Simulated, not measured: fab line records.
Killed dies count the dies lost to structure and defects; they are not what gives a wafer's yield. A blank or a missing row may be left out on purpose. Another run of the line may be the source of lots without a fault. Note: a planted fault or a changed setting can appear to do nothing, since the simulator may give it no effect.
fab line records	flow gf180mcu
record lots=13	wafers=39	last_day=34
route steps=602 shown NWELL@49 POLY_GATE@169 HV_LDD@196
lots with no fault: from the same line, run without faults
start_h: hours from the record's opening day to when the first of the lot's shown wafers began	wait_h: how many hours have passed since the lot's step before this one	" identical to the entry in the row above	L1.1+2: a row that stands for several wafers	- either no value or no given start	* or withheld: withheld	< > ~ a bound
route shown NAME@n: names a module that has steps shown in the file, with the first one's number in the route	usual: mean and standard deviation over wafers with no fault	same: alike in all rows	chamber/n: place in a boat	sites: per-site readings	_std_site: the standard deviation of these	_edge_site: outer sites' mean less inner sites'	radius_mm: how far each site lies from the wafer's centre	mask NAME#n: copy n	behind: the last tool/chamber to shape the wafer	hold: what put the lot on hold/how long, in hours/how the hold closed	device: whichever transistor did not switch (one of n, p or np)	end of line: the same wafers' tests at the end of the route	a step without rows: its recipe alone	killed: at the first sort, the dies lost to defects and structure; wafer yield is something else	map: per-die view of a wafer (x killed, . not killed, _ where there is no die)
set.NAME: setting as actually run; set.NAME@STEP: the setting as run at that earlier step	model.NAME: the simulator's own value behind a step, which no gauge read
the route's steps for a sample of lots (tables are steps, rows are wafers)
services: from which hour (start_h, from the record's first day; less than 0 if before it) a tool's chamber was out of use, for how many hours, and why
## steps
# step GF_NWELL_OVL_MEAS_07
# usual NWELL_OVL=-0.3/1.4
lot.wafer	tool	chamber	start_h	wait_h	NWELL_OVL[nm]
L729.3	overlay-01	-	58.45	-	-1.8
L729.4	"	-	"	"	-2.1
L729.5	"	-	"	"	-2.1
L730.3	overlay-01	-	63.17	-	-3.3
L730.4	"	-	"	"	-0.2
L730.6	"	-	"	"	0.2
L731.2	overlay-01	-	66.44	-	0.1
L731.4	"	-	"	"	-0.3
L731.5	"	-	"	"	0.4
L733.1	overlay-02	-	79.73	-	-0.4
L733.2	"	-	"	"	-1.0
L733.6	"	-	"	"	0.6
L734.1	overlay-02	-	84.58	-	-1.2
L734.3	"	-	"	"	-1.5
L734.4	"	-	"	"	0.5
L735.1	overlay-01	-	88.01	-	-1.2
L735.4	"	-	"	"	-0.2
L735.5	"	-	"	"	2.5
L736.2	overlay-02	-	91.69	-	-1.5
L736.3	"	-	"	"	-3.3
L736.6	"	-	"	"	-1.5
L737.1	overlay-01	-	97.63	-	-0.6
L737.2	"	-	"	"	-0.1
L737.6	"	-	"	"	2.1
L738.1	overlay-02	-	104.78	-	0.6
L738.5	"	-	"	"	0.3
L738.6	"	-	"	"	0.6
L741.1	overlay-01	-	119.81	-	-1.0
L741.2	"	-	"	"	-0.2
L741.3	"	-	"	"	-1.5
L745.2	overlay-02	-	143.04	-	0.1
L745.3	"	-	"	"	-1.5
L745.6	"	-	"	"	-1.9
L748.1	overlay-01	-	158.56	-	-1.2
L748.4	"	-	"	"	0.0
L748.6	"	-	"	"	-0.6
L749.3	overlay-02	-	164.39	-	-0.3
L749.4	"	-	"	"	-0.6
L749.6	"	-	"	"	1.0
# step GF_POLY_GATE_ETCH_12
# recipe chemistry=N2/H2	target_depth_a=withheld	overetch_a=withheld	time_s=withheld	target=BARC	ion_energy_ev=200	source_w=500	bias_w=100	pressure_mtorr=30	n2_flow_sccm=100	h2_flow_sccm=200
# usual bias_w=99.98/0.24	drypump_motor_current_A=5.6/0.38	n2_flow_sccm=100.0/0.32	oes_product_au=0.734/0.0046	throttle_valve_pct=13.214/0.0091
lot.wafer	tool	chamber	start_h	wait_h	bias_w	drypump_motor_current_A	n2_flow_sccm	oes_product_au	throttle_valve_pct
L729.3	rie_diel-03	3	199.64	0.0	100.26	6.2	99.8	0.733	13.215
L729.4	"	0	"	"	100.44	5.6	99.4	0.735	13.208
L729.5	"	3	"	"	100.03	6.2	99.1	0.733	13.227
L730.3	rie_diel-03	1	205.34	0.0	100.14	4.6	100.2	0.734	13.219
L730.4	"	3	"	"	100.16	6.2	100.2	0.732	13.228
L730.6	"	1	"	"	99.81	4.6	100.3	0.736	13.227
L731.2	rie_diel-03	2	208.61	0.0	100.13	5.6	100.0	0.738	13.218
L731.4	"	1	"	"	99.83	4.6	100.4	0.741	13.217
L731.5	"	1	"	"	100.03	4.6	100.7	0.736	13.198
L733.1	rie_diel-04	0	226.91	0.0	99.80	5.5	99.8	0.731	13.209
L733.2	"	1	"	"	100.08	5.9	100.7	0.726	13.208
L733.6	"	2	"	"	100.21	5.8	100.4	0.733	13.216
L734.1	rie_diel-04	2	234.50	0.0	99.98	5.8	99.7	0.735	13.216
L734.3	"	0	"	"	99.90	5.5	100.7	0.734	13.200
L734.4	"	3	"	"	100.38	5.2	100.3	0.731	13.227
L735.1	rie_diel-02	3	237.05	0.0	99.56	5.7	99.9	0.731	13.226
L735.4	"	0	"	"	100.17	5.7	99.9	0.730	13.214
L735.5	"	1	"	"	100.35	6.0	99.9	0.733	13.205
L736.2	rie_diel-04	2	243.41	0.0	100.32	5.8	99.8	0.737	13.227
L736.3	"	1	"	"	100.27	5.9	100.0	0.730	13.209
L736.6	"	1	"	"	100.19	5.9	100.4	0.737	13.231
L737.1	rie_diel-02	3	256.20	0.0	100.00	5.7	99.7	0.736	13.224
L737.2	"	0	"	"	99.82	5.7	99.5	0.740	13.216
L737.6	"	0	"	"	99.98	5.7	99.8	0.740	13.210
L738.1	rie_diel-03	1	261.56	0.0	99.91	4.6	100.2	0.728	13.223
L738.5	"	3	"	"	99.91	6.3	99.7	0.728	13.213
L738.6	"	1	"	"	99.63	4.6	100.0	0.745	13.206
L741.1	rie_diel-02	0	289.90	0.0	100.14	5.7	100.4	0.738	13.201
L741.2	"	2	"	"	100.21	5.8	99.7	0.736	13.207
L741.3	"	3	"	"	99.85	5.7	100.8	0.740	13.199
L745.2	rie_diel-02	2	312.31	0.0	99.61	5.7	100.6	0.731	13.219
L745.3	"	0	"	"	100.13	5.7	99.9	0.729	13.219
L745.6	"	1	"	"	99.78	6.0	100.2	0.735	13.223
L748.1	rie_diel-02	3	329.88	0.0	100.36	5.7	99.9	0.736	13.201
L748.4	"	1	"	"	100.22	6.0	100.0	0.735	13.220
L748.6	"	2	"	"	99.23	5.8	99.7	0.734	13.231
L749.3	rie_diel-04	2	344.30	0.0	99.76	5.8	100.1	0.729	13.214
L749.4	"	2	"	"	99.98	5.8	100.2	0.730	13.204
L749.6	"	0	"	"	99.94	5.5	100.0	0.740	13.233
# step GF_HV_LDD_OVL_MEAS_20
# usual HV_LDD_01_OVL=0.2/1.5
lot.wafer	tool	chamber	start_h	wait_h	HV_LDD_01_OVL[nm]
L729.3	overlay-02	-	236.97	0.1	0.8
L729.4	"	-	"	"	0.6
L729.5	"	-	"	"	0.6
L730.3	overlay-02	-	243.07	0.1	3.0
L730.4	"	-	"	"	3.4
L730.6	"	-	"	"	2.0
L731.2	overlay-01	-	245.56	0.1	-0.6
L731.4	"	-	"	"	0.3
L731.5	"	-	"	"	0.6
L733.1	overlay-01	-	270.36	0.1	-0.8
L733.2	"	-	"	"	0.3
L733.6	"	-	"	"	-1.6
L735.1	overlay-02	-	276.05	0.1	-1.6
L735.4	"	-	"	"	-2.2
L735.5	"	-	"	"	-1.1
L734.1	overlay-01	-	276.10	0.1	-2.5
L734.3	"	-	"	"	-0.5
L734.4	"	-	"	"	-0.6
L736.2	overlay-01	-	284.66	0.1	-0.3
L736.3	"	-	"	"	-0.6
L736.6	"	-	"	"	-0.2
L737.1	overlay-02	-	297.05	0.1	-0.6
L737.2	"	-	"	"	1.7
L737.6	"	-	"	"	2.2
L738.1	overlay-01	-	302.16	0.1	-0.7
L738.5	"	-	"	"	-0.5
L738.6	"	-	"	"	0.3
L741.1	overlay-01	-	335.25	0.1	-1.6
L741.2	"	-	"	"	-1.0
L741.3	"	-	"	"	0.0
L745.2	overlay-02	-	357.96	0.1	0.3
L745.3	"	-	"	"	0.0
L745.6	"	-	"	"	1.6
L748.1	overlay-02	-	376.75	0.1	-0.2
L748.4	"	-	"	"	-1.2
L748.6	"	-	"	"	-0.5
L749.3	overlay-02	-	389.82	0.1	1.8
L749.4	"	-	"	"	2.8
L749.6	"	-	"	"	1.7
# step GF_HV_LDD_IMPLANT_21
# recipe species=BF2	energy_kev=25	dose_cm2=5e+13	tilt_deg=7
# usual beam_energy_keV=25.000/0.0079
lot.wafer	tool	chamber	start_h	wait_h	beam_energy_keV
L729.3	implanter-02	0	237.04	0.1	24.993
L729.4	"	0	"	"	24.984
L729.5	"	0	"	"	24.990
L730.3	implanter-02	0	243.15	0.1	25.005
L730.4	"	0	"	"	24.996
L730.6	"	0	"	"	25.002
L731.2	implanter-04	0	245.61	0.0	24.991
L731.4	"	0	"	"	25.000
L731.5	"	0	"	"	24.994
L733.1	implanter-03	0	270.40	0.0	25.011
L733.2	"	0	"	"	25.012
L733.6	"	0	"	"	25.008
L735.1	implanter-02	0	276.09	0.0	24.990
L735.4	"	0	"	"	24.983
L735.5	"	0	"	"	24.994
L734.1	implanter-03	0	276.13	0.0	25.009
L734.3	"	0	"	"	25.015
L734.4	"	0	"	"	25.014
L736.2	implanter-03	0	284.71	0.0	25.006
L736.3	"	0	"	"	25.000
L736.6	"	0	"	"	25.008
L737.1	implanter-02	0	297.09	0.0	25.004
L737.2	"	0	"	"	25.001
L737.6	"	0	"	"	25.008
L738.1	implanter-03	0	302.20	0.0	24.995
L738.5	"	0	"	"	25.006
L738.6	"	0	"	"	25.000
L741.1	implanter-04	0	335.28	0.0	24.997
L741.2	"	0	"	"	24.999
L741.3	"	0	"	"	25.010
L745.2	implanter-03	0	358.02	0.0	25.000
L745.3	"	0	"	"	24.993
L745.6	"	0	"	"	24.996
L748.1	implanter-04	0	376.78	0.0	15.362
L748.4	"	0	"	"	15.359
L748.6	"	0	"	"	15.360
L749.3	implanter-04	0	389.89	0.1	15.367
L749.4	"	0	"	"	15.360
L749.6	"	0	"	"	15.365
# step GF_HV_LDD_TW_MEAS_23
# usual HV_LDD_2_TW=1061/19
lot.wafer	tool	chamber	start_h	wait_h	hold	HV_LDD_2_TW
L729.3	film_metro-04	-	237.26	0.1	-	1069
L729.4	"	-	"	"	-	1074
L729.5	"	-	"	"	-	1080
L730.3	film_metro-04	-	243.37	0.1	-	1068
L730.4	"	-	"	"	-	1073
L730.6	"	-	"	"	-	1071
L731.2	film_metro-03	-	245.85	0.1	-	1034
L731.4	"	-	"	"	-	1032
L731.5	"	-	"	"	-	1032
L733.1	film_metro-04	-	270.65	0.1	-	1075
L733.2	"	-	"	"	-	1063
L733.6	"	-	"	"	-	1072
L735.1	film_metro-02	-	276.34	0.1	-	1084
L735.4	"	-	"	"	-	1082
L735.5	"	-	"	"	-	1090
L734.1	film_metro-04	-	276.38	0.1	-	1069
L734.3	"	-	"	"	-	1072
L734.4	"	-	"	"	-	1076
L736.2	film_metro-03	-	284.95	0.1	-	1038
L736.3	"	-	"	"	-	1033
L736.6	"	-	"	"	-	1034
L737.1	film_metro-04	-	297.34	0.1	-	1073
L737.2	"	-	"	"	-	1071
L737.6	"	-	"	"	-	1075
L738.1	film_metro-02	-	302.45	0.1	-	1080
L738.5	"	-	"	"	-	1085
L738.6	"	-	"	"	-	1083
L741.1	film_metro-04	-	335.53	0.1	-	1070
L741.2	"	-	"	"	-	1066
L741.3	"	-	"	"	-	1064
L745.2	film_metro-03	-	358.25	0.1	-	1039
L745.3	"	-	"	"	-	1037
L745.6	"	-	"	"	-	1041
L748.1	film_metro-03	-	377.03	0.1	await_dispo/0.2h/release	899
L748.4	"	-	"	"	await_dispo/0.2h/release	903
L748.6	"	-	"	"	await_dispo/0.2h/release	908
L748.1	film_metro-03	-	377.26	0.2	-	904
L748.4	"	-	"	"	-	900
L748.6	"	-	"	"	-	903
L749.3	film_metro-04	-	390.11	0.1	await_dispo/0.2h/release	935
L749.4	"	-	"	"	await_dispo/0.2h/release	931
L749.6	"	-	"	"	await_dispo/0.2h/release	932
L749.3	film_metro-04	-	390.34	0.2	-	926
L749.4	"	-	"	"	-	932
L749.6	"	-	"	"	-	936
## services
tool	chamber	start_h	hours	kind
implanter-03	-	184.09	3.6	repair
implanter-03	-	190.51	55.7	pm
implanter-04	-	197.41	4.4	pm
implanter-04	-	212.79	17.8	pm
rie_diel-03	0	241.10	-	clean
rie_diel-03	0	241.10	30.3	scheduled_down
rie_diel-03	0	241.10	30.3	vent_cycle
rie_diel-02	0	244.85	1.9	repair
rie_diel-02	3	246.94	2.4	repair
rie_diel-02	-	255.62	0.1	repair
rie_diel-03	-	257.76	0.2	repair
rie_diel-02	3	266.42	3.7	repair
rie_diel-02	-	266.62	2.8	pm
implanter-02	-	267.27	3.6	pm
rie_diel-03	3	274.69	-	clean
rie_diel-02	-	276.81	0.6	repair
implanter-02	-	289.22	4.6	repair
rie_diel-02	3	293.48	19.4	repair
rie_diel-04	-	301.81	2.8	pm
implanter-04	-	303.47	2.3	repair
rie_diel-03	1	340.43	7.1	repair
implanter-02	-	353.35	5.1	repair
implanter-03	-	372.33	5.3	pm
rie_diel-03	2	377.44	9.5	repair
## key
first_sign step=GF_HV_LDD_IMPLANT_21	reading=beam_energy_keV	direction=down	sigmas=99+	usual=25.000	struck=15.362
effect step=GF_HV_LDD_TW_MEAS_23	reading=visit	direction=added
effect step=GF_HV_LDD_TW_MEAS_23	reading=HV_LDD_2_TW	direction=down	sigmas=7.5	usual=1061	struck=918
met_at GF_HV_LDD_IMPLANT_21
struck_lots L748,L749
tester_left_out L748,L749
not_acting_at GF_NWELL_OVL_MEAS_07,GF_POLY_GATE_ETCH_12,GF_HV_LDD_OVL_MEAS_20
onset_between 335.28 376.78
fault kind=process_parameter_drift	tool=implanter-04	chamber=-	onset_h=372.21	steps=GF_HV_LDD_IMPLANT_21	channel=energy_kev	offset=-9.6301	shape=step	end_h=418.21	acts_in=these_recipes_only	stated=25
# tester_left_out: of these lots the tester's yield and bins aren't shown, on N5 and GAA mostly nor the transistor test; their killed dies are dies lost to structure and defects alone, not to doping, threshold or leakage, so they don't give the yield
